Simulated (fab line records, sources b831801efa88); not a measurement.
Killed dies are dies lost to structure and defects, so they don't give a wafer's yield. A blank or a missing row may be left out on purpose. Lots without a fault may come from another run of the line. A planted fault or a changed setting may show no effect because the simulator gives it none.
Which tool did it? | flow gf180mcu | 13 lots, 39 wafers sampled, at 4 steps of a route of 602

WHAT THE GAUGES READ, wafer by wafer
GF_M3_RS_MEAS_05: measures by four-point-probe. Usual: M3_ALCU_RS 0.0695 ohm/sq, standard deviation 0.001.
lot  | measured     | on            | M3_ALCU_RS (ohm/sq)  | flag
L962 | day 20 23:15 | film_metro-03 | 0.0699 0.0712 0.0688 |
L963 | day 21 02:38 | film_metro-02 | 0.0685 0.0694 0.0705 |
L965 | day 21 22:34 | film_metro-02 | 0.0721 0.0720 0.0712 |
L967 | day 22 11:35 | film_metro-03 | 0.0697 0.0703 0.0694 |
L968 | day 23 05:51 | film_metro-03 | 0.0689 0.0677 0.0688 |
L969 | day 23 10:40 | film_metro-03 | 0.0689 0.0692 0.0694 |
L970 | day 23 13:00 | film_metro-03 | 0.0714 0.0688 0.0694 |
L971 | day 24 05:04 | film_metro-01 | 0.0699 0.0708 0.0696 |
L975 | day 25 07:04 | film_metro-03 | 0.0697 0.0689 0.0696 |
L976 | day 25 15:42 | film_metro-03 | 0.0703 0.0690 0.0687 |
L980 | day 26 23:06 | film_metro-02 | 0.0709 0.0710 0.0699 |
L981 | day 27 02:55 | film_metro-02 | 0.0690 0.0695 0.0686 |
L983 | day 27 22:43 | film_metro-02 | 0.0685 0.0686 0.0693 |

WHICH TOOL RAN EACH LOT (tool, then ch and the chambers of the sampled wafers, then the start)
lot  | GF_V2_CVD_23                  | GF_M3_SPUTTER_00             | GF_M3_SPUTTER_01
L962 | cvd_w-01 ch 0,1, day 20 22:26 | pvd_sputter-02, day 20 22:59 | pvd_sputter-02, day 20 23:05
L963 | cvd_w-02 ch 0,1, day 21 01:48 | pvd_sputter-01, day 21 02:24 | pvd_sputter-01, day 21 02:30
L965 | cvd_w-01 ch 0, day 21 21:38   | pvd_sputter-03, day 21 22:20 | pvd_sputter-03, day 21 22:26
L967 | cvd_w-02 ch 0,1, day 22 10:45 | pvd_sputter-01, day 22 11:21 | pvd_sputter-01, day 22 11:27
L968 | cvd_w-02 ch 0,1, day 23 04:58 | pvd_sputter-02, day 23 05:38 | pvd_sputter-02, day 23 05:44
L969 | cvd_w-01 ch 0,1, day 23 09:50 | pvd_sputter-02, day 23 10:26 | pvd_sputter-02, day 23 10:32
L970 | cvd_w-01 ch 0,1, day 23 12:11 | pvd_sputter-02, day 23 12:46 | pvd_sputter-02, day 23 12:52
L971 | cvd_w-01 ch 0,1, day 24 04:14 | pvd_sputter-03, day 24 04:48 | pvd_sputter-03, day 24 04:54
L975 | cvd_w-02 ch 0,1, day 25 06:14 | pvd_sputter-03, day 25 06:50 | pvd_sputter-03, day 25 06:56
L976 | cvd_w-02 ch 0,1, day 25 14:53 | pvd_sputter-02, day 25 15:29 | pvd_sputter-02, day 25 15:35
L980 | cvd_w-02 ch 0,1, day 26 22:05 | pvd_sputter-03, day 26 22:53 | pvd_sputter-03, day 26 22:59
L981 | cvd_w-02 ch 0,1, day 27 02:06 | pvd_sputter-02, day 27 02:41 | pvd_sputter-02, day 27 02:47
L983 | cvd_w-02 ch 0, day 27 21:54   | pvd_sputter-02, day 27 22:30 | pvd_sputter-02, day 27 22:36
- GF_V2_CVD_23: deposits W, target thk 350 nm, time 104.94 s.
- GF_M3_SPUTTER_00: material Ti, target thk 37.5 nm, time 150 s.
- GF_M3_SPUTTER_01: material TiN, target thk 30 nm, time 25 s.

WHAT THE TOOLS THEMSELVES READ (means of the sampled wafers that have a number; where no wafer has one, the mark that the record gives instead)
GF_V2_CVD_23. Usual: heater_power_w 883 W, standard deviation 77.
lot  | tool     | heater_power_w (W) | flag
L962 | cvd_w-01 | 934                |
L963 | cvd_w-02 | 834                |
L965 | cvd_w-01 | 979                |
L967 | cvd_w-02 | 836                |
L968 | cvd_w-02 | 882                |
L969 | cvd_w-01 | 944                |
L970 | cvd_w-01 | 889                |
L971 | cvd_w-01 | 938                |
L975 | cvd_w-02 | 897                |
L976 | cvd_w-02 | 841                |
L980 | cvd_w-02 | 897                |
L981 | cvd_w-02 | 833                |
L983 | cvd_w-02 | 933                |

GF_M3_SPUTTER_00. Usual: cathode_dc_power_W 4000.1 W, standard deviation 0.72; throttle_valve_pct 29.7 %, standard deviation 0.69.
lot  | tool           | cathode_dc_power_W (W) | throttle_valve_pct (%) | flag
L962 | pvd_sputter-02 | 4000.0                 | 29.6                   |
L963 | pvd_sputter-01 | 4000.5                 | 29.9                   |
L965 | pvd_sputter-03 | 4000.5                 | 29.4                   |
L967 | pvd_sputter-01 | 4000.6                 | 30.1                   |
L968 | pvd_sputter-02 | 4000.2                 | 30.0                   |
L969 | pvd_sputter-02 | 4000.8                 | 30.1                   |
L970 | pvd_sputter-02 | 4000.5                 | 30.1                   |
L971 | pvd_sputter-03 | 4000.0                 | 28.8                   |
L975 | pvd_sputter-03 | 3096.2                 | 29.5                   | OFF
L976 | pvd_sputter-02 | 4000.4                 | 30.0                   |
L980 | pvd_sputter-03 | 3096.5                 | 29.5                   | OFF
L981 | pvd_sputter-02 | 4000.6                 | 30.3                   |
L983 | pvd_sputter-02 | 4000.5                 | 29.9                   |

GF_M3_SPUTTER_01. Usual: cathode_dc_power_W 6499.9 W, standard deviation 1.1; throttle_valve_pct 29.7 %, standard deviation 0.7.
lot  | tool           | cathode_dc_power_W (W) | throttle_valve_pct (%) | flag
L962 | pvd_sputter-02 | 6500.4                 | 29.6                   |
L963 | pvd_sputter-01 | 6500.5                 | 29.8                   |
L965 | pvd_sputter-03 | 6500.5                 | 29.4                   |
L967 | pvd_sputter-01 | 6500.3                 | 30.1                   |
L968 | pvd_sputter-02 | 6499.7                 | 29.8                   |
L969 | pvd_sputter-02 | 6499.3                 | 30.0                   |
L970 | pvd_sputter-02 | 6500.6                 | 29.9                   |
L971 | pvd_sputter-03 | 6499.3                 | 28.8                   |
L975 | pvd_sputter-03 | 6499.6                 | 29.5                   |
L976 | pvd_sputter-02 | 6500.2                 | 30.2                   |
L980 | pvd_sputter-03 | 6498.7                 | 29.2                   |
L981 | pvd_sputter-02 | 6499.9                 | 30.4                   |
L983 | pvd_sputter-02 | 6499.6                 | 30.0                   |

THE ANSWER, worked out from the rows above alone
Rule: a lot is off if the mean of its wafers that have a number lies more than 3 standard deviations from the usual mean. A lot without any number at a reading at which 4 lots or more have one is off too. The other lots that the step has rows for count as sound. The gauges are gone through in route order, then the tools' own readings, and for those a lot's mean is taken as printed above. The first step at which some lot is off is used, and at that step the reading that is off furthest; a lot without a number counts as furthest.
Off: L975, L980, at GF_M3_SPUTTER_00 (cathode_dc_power_W).
A tool fits if, at that step or a process step before it, it ran every lot that is off, and no sound lot after the first of them. One fits: pvd_sputter-03 at GF_M3_SPUTTER_00. Its last sound lot is L971 (day 24 04:48), its first lot that is off L975 (day 25 06:50): a fault that began between those two fits.
The tool's own readings at GF_M3_SPUTTER_00 bear it out: on the lots that are off they differ by more than 5 times the standard deviation of the sound lots' means. cathode_dc_power_W reads 3096.3 W there against 4000.4 W on the sound lots.

WHAT THE SIMULATOR HAD PUT IN
Process parameter drift: pvd_sputter-03, from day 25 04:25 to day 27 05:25, at GF_M3_SPUTTER_00. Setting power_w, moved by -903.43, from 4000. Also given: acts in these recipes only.
Lots struck among those shown: L975, L980. The rule above found the same.
